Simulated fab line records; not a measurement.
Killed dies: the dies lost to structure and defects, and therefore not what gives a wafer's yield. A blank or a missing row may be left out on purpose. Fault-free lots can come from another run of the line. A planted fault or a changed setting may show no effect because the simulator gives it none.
A struck lot beside a sound one ; flow sky130 ; 14 out of 708 route steps
Sound: these wafers, L988.3, L988.4, L988.6. Wafers struck: L991.2, L991.5, L991.6. The cause comes at the end.
Per side, at each step with rows, come the tool, then ch with its chambers, and then its first start. Under that, the readings that differ: sound wafers ; struck wafers ; difference of the means ; sigmas: that difference in standard deviations of wafers without a fault.
alike: a reading whose means differ by less than 2 such deviations, as well as words and numbers matching on both sides. not compared: withheld readings; readings where some wafer has no value; bounds like >300 that might hide an equal value; numbers whose values overlap and for which the record gives no deviation.
Wherever a step has rows on one side only, a row that says differs or no value, or a row with sigmas, the two part there. When numbers do not overlap yet have no deviation, they are printed without sigmas and do not part them. Lack of a reading on every wafer of one side parts them only where that side has two or more wafers.

first, 8 steps without rows for these wafers: SKY_POLY_CUT_DEHYDRATE_00 (time 60 s); SKY_POLY_CUT_HMDS_01 (prime time 60 s); SKY_POLY_CUT_COAT_02 (resist thk 60 nm); SKY_POLY_CUT_COAT_03 (resist thk 450 nm); SKY_POLY_CUT_SOFTBAKE_04 (time 90 s); SKY_POLY_CUT_EXPOSE_05 (exposes mask NPCM, target cd 270 nm); SKY_POLY_CUT_PEB_06; SKY_POLY_CUT_DEVELOP_07 (develop time 60 s).
SKY_POLY_CUT_CD_MEAS_08 targets a cd of 270 nm.
  sound on cd_sem-01 at day 28 02:47; struck on cd_sem-02 at day 29 09:52
  alike: cd_nm
SKY_POLY_CUT_OVL_MEAS_09:
  sound on overlay-01 at day 28 02:53; struck on overlay-02 at day 29 09:58
  alike: POLY_CUT_OVL
SKY_POLY_CUT_ETCH_10: etches BARC in N2/H2, stops on SiO2, time 45.9 s, target depth 60 nm.
  sound on rie_diel-03 ch 0,1, day 28 02:54; struck on rie_diel-03 ch 0,1, day 29 10:00
  alike: drypump_motor_current_A, oes_product_au, throttle_valve_pct
  not compared: rf_hours_counter_h
SKY_POLY_CUT_ETCH_11: etches Si3N4 in CF4/CH2F2/Ar, stops on poly-Si, time 42.5 s, target depth 60 nm.
  sound on rie_diel-03 ch 0,1, day 28 02:57; struck on rie_diel-03 ch 0,1, day 29 10:02
  alike: drypump_motor_current_A, mfc_ar_sccm, oes_product_au, throttle_valve_pct
  not compared: rf_hours_counter_h
SKY_POLY_CUT_STRIP_12: strips in O2/N2.
  sound on plasma_asher-03 ch 0,1, day 28 03:01; struck on plasma_asher-01 ch 0,1, day 29 10:05
  no value came back on the struck wafers for chamber_pressure_mTorr (mTorr), drypump_motor_current_A (A), oes_product_au (a.u.), strip_time_to_endpoint_s (s); on the sound wafers chamber_pressure_mTorr (mTorr) reads 1501.4 1502.1 1499.1
reading;sound;struck;difference;sigmas
model.KrF-thick_of_POLY_CUT_COAT_03.thk_nm (nm);0 0 0;407 408.1 406.4;+407;
  not compared: rf_hours_counter_h
-- a jump in the record: the struck wafers' starts before and after are 21 days apart (it breaks off in module POLY_CUT and resumes in module PAD_OPEN, where the first step shown is number 708 of the route) --
SKY_PAD_OPEN_PROBE_99:
  sound on prober-02 at day 49 13:33; struck on prober-02 at day 50 13:21
reading;sound;struck;difference;sigmas
killed_at_front_end;13 15 14;408 420 417;+401;+89
killed_dies;74 71 82;492 492 492;+416;+44
killed_on_rim;10 14 14;96 96 96;+83;+23
  alike: killed_at_M0_to_M3, killed_at_M4_up, killed_at_contacts, killed_at_other, killed_open, killed_short

## WHERE THEY PART
First at SKY_POLY_CUT_STRIP_12; last, within this record, at SKY_PAD_OPEN_PROBE_99.

WHY: whatever the simulator had introduced
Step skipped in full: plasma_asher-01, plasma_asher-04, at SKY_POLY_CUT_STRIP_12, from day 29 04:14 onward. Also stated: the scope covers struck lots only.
